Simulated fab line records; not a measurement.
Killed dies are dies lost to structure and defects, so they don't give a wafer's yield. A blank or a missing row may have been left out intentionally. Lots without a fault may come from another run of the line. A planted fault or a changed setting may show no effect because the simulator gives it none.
Which tool is to blame? -- flow gf180mcu -- 11 lots with 33 wafers sampled at 5 steps, on a route of 602 steps

## WHAT THE GAUGES READ, wafer by wafer
GF_V2_RS_MEAS_24: the measuring method here is four-point-probe. Usual: V2_W_RS 0.328 ohm/sq, standard deviation 0.0037.
lot,measured,on,V2_W_RS (ohm/sq),flag
L614,day 20 05:53,film_metro-02,0.328 0.330 0.327,
L616,day 21 08:49,film_metro-04,0.335 0.331 0.333,
L623,day 23 15:52,film_metro-04,0.325 0.329 0.331,
L626,day 24 16:52,film_metro-03,0.320 0.320 0.320,
L628,day 25 15:05,film_metro-04,0.326 0.332 0.324,
L629,day 26 00:40,film_metro-02,0.348 0.344 0.351,OFF
L630,day 26 01:34,film_metro-04,0.361 0.354 0.356,OFF
L631,day 26 08:43,film_metro-04,0.331 0.331 0.328,
L632,day 26 17:04,film_metro-03,0.356 0.348 0.349,OFF
L633,day 27 02:40,film_metro-03,0.330 0.333 0.330,
L637,day 28 02:06,film_metro-04,0.326 0.326 0.330,

GF_V2_THK_MEAS_25: measures by xrf. Usual: V2_W_THK 347 nm, standard deviation 4.7.
lot,measured,on,V2_W_THK (nm),flag
L614,day 20 06:00,film_metro-02,345 342 347,
L616,day 21 08:56,film_metro-04,336 340 340,
L623,day 23 15:59,film_metro-04,351 347 348,
L626,day 24 16:59,film_metro-03,354 352 350,
L628,day 25 15:12,film_metro-04,348 342 351,
L629,day 26 00:46,film_metro-02,329 331 325,OFF
L630,day 26 01:41,film_metro-04,314 323 321,OFF
L631,day 26 08:50,film_metro-04,344 343 348,
L632,day 26 17:11,film_metro-03,322 330 328,OFF
L633,day 27 02:46,film_metro-03,349 343 348,
L637,day 28 02:13,film_metro-04,350 348 346,

## WHICH TOOL RAN EACH LOT (tool, then ch and the chambers of the sampled wafers, then the start)
lot,GF_M2_METAL_ETCH_16,GF_V2_STRIP_18,GF_V2_CVD_23
L614,"rie_metal-03 ch 0,1, day 19 02:32","plasma_asher-01 ch 0,1, day 20 05:08","cvd_w-01 ch 0,1, day 20 05:46"
L616,"rie_metal-02 ch 0,1, day 20 06:08","plasma_asher-04 ch 0,1, day 21 08:04","cvd_w-01 ch 1, day 21 08:42"
L623,"rie_metal-03 ch 0,1, day 22 14:49","plasma_asher-01 ch 0,1, day 23 15:07","cvd_w-01 ch 0,1, day 23 15:46"
L626,"rie_metal-02 ch 0,1, day 23 15:50","plasma_asher-03 ch 0,1, day 24 15:47","cvd_w-02 ch 0,1, day 24 16:46"
L628,"rie_metal-03 ch 0,1, day 24 15:03","plasma_asher-04 ch 0,1, day 25 14:20","cvd_w-02 ch 0,1, day 25 14:58"
L629,"rie_metal-03 ch 0,1, day 25 00:08","plasma_asher-03 ch 0,1, day 25 23:54","cvd_w-02 ch 0,1, day 26 00:32"
L630,"rie_metal-01 ch 1, day 25 02:35","plasma_asher-04 ch 0,1, day 26 00:49","cvd_w-02 ch 1, day 26 01:27"
L631,"rie_metal-01 ch 0,1, day 25 08:26","plasma_asher-03 ch 0,1, day 26 07:58","cvd_w-01 ch 0,1, day 26 08:36"
L632,"rie_metal-01 ch 0,1, day 25 17:58","plasma_asher-04 ch 0,1, day 26 16:13","cvd_w-02 ch 0,1, day 26 16:56"
L633,"rie_metal-01 ch 0,1, day 26 03:30","plasma_asher-01 ch 0,1, day 27 01:50","cvd_w-01 ch 0,1, day 27 02:33"
L637,"rie_metal-01 ch 0,1, day 27 03:59","plasma_asher-03 ch 0,1, day 28 01:16","cvd_w-01 ch 0,1, day 28 01:58"
- GF_M2_METAL_ETCH_16: etches the open film in Cl2/BCl3, stops on SiO2, target depth 750.8 nm, time 125.1 s.
- GF_V2_STRIP_18: strips in O2/N2.
- GF_V2_CVD_23: deposits W, target thk 350 nm, time 104.94 s.

## WHAT THE TOOLS THEMSELVES READ (means of the sampled wafers that have a number; where no wafer has one, the mark that the record gives instead)
GF_M2_METAL_ETCH_16. Usual: chamber_pressure_mTorr 8.000 mTorr, standard deviation 0.0074; drypump_motor_current_A 5.92 A, standard deviation 0.29; oes_product_au 0.991 a.u., standard deviation 0.0062; throttle_valve_pct 28.229 %, standard deviation 0.0098.
lot,tool,chamber_pressure_mTorr (mTorr),drypump_motor_current_A (A),oes_product_au (a.u.),throttle_valve_pct (%),flag
L614,rie_metal-03,7.995,5.72,0.989,28.233,
L616,rie_metal-02,8.003,5.86,0.991,28.220,
L623,rie_metal-03,8.004,5.76,0.986,28.227,
L626,rie_metal-02,7.996,5.70,0.989,28.226,
L628,rie_metal-03,7.999,5.77,0.986,28.232,
L629,rie_metal-03,7.993,5.71,0.993,28.226,
L630,rie_metal-01,7.992,6.43,0.993,28.225,
L631,rie_metal-01,8.007,6.28,0.989,28.228,
L632,rie_metal-01,8.005,6.28,0.988,28.212,
L633,rie_metal-01,7.988,6.26,0.990,28.233,
L637,rie_metal-01,7.999,6.15,0.989,28.228,

GF_V2_STRIP_18. Usual: chamber_pressure_mTorr 1500.0 mTorr, standard deviation 1.4; drypump_motor_current_A 5.6 A, standard deviation 0.51; heater_power_w 330 W, standard deviation 10; o2_flow_sccm 3001 sccm, standard deviation 8.8; oes_product_au 0.592 a.u., standard deviation 0.0046.
lot,tool,chamber_pressure_mTorr (mTorr),drypump_motor_current_A (A),heater_power_w (W),o2_flow_sccm (sccm),oes_product_au (a.u.),flag
L614,plasma_asher-01,1499.0,5.3,326,3005,0.592,
L616,plasma_asher-04,1500.6,5.4,324,3000,0.594,
L623,plasma_asher-01,1502.5,5.3,324,3013,0.589,
L626,plasma_asher-03,1500.8,5.9,334,2988,0.588,
L628,plasma_asher-04,1501.3,5.4,325,3005,0.590,
L629,plasma_asher-03,1499.0,6.2,338,2998,0.592,
L630,plasma_asher-04,1499.7,5.2,324,2991,0.588,
L631,plasma_asher-03,1499.9,5.9,340,3001,0.592,
L632,plasma_asher-04,1501.4,5.2,321,2996,0.591,
L633,plasma_asher-01,1499.7,5.3,326,3000,0.589,
L637,plasma_asher-03,1499.4,5.9,332,3006,0.592,

GF_V2_CVD_23. Usual: heater_power_w 866 W, standard deviation 26; susceptor_temp_C 400.01 C, standard deviation 0.21.
lot,tool,heater_power_w (W),susceptor_temp_C (C),flag
L614,cvd_w-01,850,400.22,
L616,cvd_w-01,845,400.10,
L623,cvd_w-01,870,399.83,
L626,cvd_w-02,852,399.95,
L628,cvd_w-02,863,399.84,
L629,cvd_w-02,847,396.24,OFF
L630,cvd_w-02,891,396.09,OFF
L631,cvd_w-01,871,400.05,
L632,cvd_w-02,875,396.40,OFF
L633,cvd_w-01,869,399.90,
L637,cvd_w-01,877,400.01,

## THE ANSWER, worked out from the rows above alone
Rule: a lot counts as off when the mean over its wafers that have a number is more than 3 standard deviations away from the usual mean. Also off: a lot with no number at a reading for which 4 or more lots have one. All remaining lots with rows at the step are treated as sound. The gauges are gone through in route order, then the tools' own readings, and for those a lot's mean is taken as printed above. At the first step where some lot is off, the reading lying furthest off is the one used; lots without a number count as furthest.
Off: L629, L630, L632, seen at GF_V2_RS_MEAS_24 (V2_W_RS).
If a tool, at a process step before that reading, ran all the lots that are off and no sound lot after the first of them, it fits. The gauges at GF_V2_RS_MEAS_24 aren't tried: what is off there is off at GF_V2_CVD_23 too, on other tools, and a gauge's error can't cause that. One fits: GF_V2_CVD_23 on cvd_w-02. Its last sound lot is L628 (day 25 14:58), its first lot that is off L629 (day 26 00:32): a fault that began between those two fits.
The tool's own readings at GF_V2_CVD_23 bear it out: on the lots that are off they differ by more than 5 times the standard deviation of the sound lots' means. susceptor_temp_C reads 396.24 C there against 399.99 C on the sound lots.

## WHAT HAD BEEN PUT IN BY THE SIMULATOR
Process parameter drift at GF_V2_CVD_23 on cvd_w-02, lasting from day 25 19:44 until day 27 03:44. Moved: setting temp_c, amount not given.
Shown lots that were struck: L629, L630, L632. Same finding as the rule above.
